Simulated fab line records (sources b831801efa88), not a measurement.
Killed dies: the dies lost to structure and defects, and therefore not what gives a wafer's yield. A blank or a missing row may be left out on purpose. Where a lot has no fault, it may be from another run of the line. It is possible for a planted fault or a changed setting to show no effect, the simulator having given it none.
One fault through the eyes of 2 desks | flow gf180mcu | only its own numbers are on each desk; what lay behind them is given at the end

FROM THE METROLOGY DESK
Lot by lot, what the gauges showed, no matter which tool ran the lot: averages of those sampled wafers that carry a number. A lot is out of limits, marked OUT, if its mean lies more than 4 standard deviations from the usual mean; the brackets give that distance.
Columns: A = cdNm at GF_CONTACT_CD_MEAS_14, usual 220.1 nm; B = CONTACT_OVL at GF_CONTACT_OVL_MEAS_15, usual -1 nm
lot  | first seen here | A     | B
L587 | day 17 00:42    | 220.0 | 1
L588 | day 17 04:19    | 219.4 | -5
L590 | day 17 23:57    | 219.1 | -3
L592 | day 18 23:02    | 220.2 | 7
L593 | day 19 06:00    | 220.5 | -2
L594 | day 19 12:51    | 221.1 | -3
L595 | day 19 20:53    | 219.4 | -2
L596 | day 20 12:15    | 220.7 | 4
L598 | day 21 00:03    | 220.1 | 1
L599 | day 21 07:53    | 221.8 | 1
L601 | day 22 00:36    | 219.9 | -3
L602 | day 22 15:10    | 219.0 | -2
L603 | day 22 16:04    | 221.4 | -1
L604 | day 22 22:31    | 220.1 | -1
Finding of this desk: none of the 14 lots has anything out of limits.

AT THE TOOL OWNER'S DESK: lithoTrack-02
The tool's own readings at GF_DUAL_GATE_DEVELOP_10 (develop time 60 s): means of the sampled wafers that have a number, for each lot that ran on this tool. A lot is out of limits, marked OUT, if its mean lies more than 4 standard deviations from the usual mean; the brackets give that distance.
Columns: A = developerTempC at GF_DUAL_GATE_DEVELOP_10, usual 22.98 C
lot  | first seen here | A
L588 | day 9 03:18     | 22.91
L593 | day 10 17:06    | 22.91
L594 | day 10 23:06    | 22.93
L601 | day 12 22:48    | 23.05
L603 | day 13 11:22    | 21.84 (-11) OUT
L604 | day 13 19:15    | 22.08 (-9.0) OUT
This desk's verdict: out of limits on L603, L604, starting with L603 at day 13 11:22 (developerTempC at GF_DUAL_GATE_DEVELOP_10). Within limits: L588, L593, L594, L601.

BROUGHT TOGETHER
At day 13 11:22, on L603, L604, the tool owner's desk was in a position to raise an alarm.
Metrology desk: nothing out of limits seen.
The metrology desk has L603, L604 on record, within its limits.
Every lot named ran GF_DUAL_GATE_DEVELOP_10 on lithoTrack-02.

WHAT THE SIMULATOR HAD INSERTED
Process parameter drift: lithoTrack-02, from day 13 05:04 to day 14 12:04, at GF_DUAL_GATE_DEVELOP_10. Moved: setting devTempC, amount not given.
Lots struck among those shown: L603, L604.
Each desk's first reading out of limits, in hours after the fault started: the tool owner's desk, 6.
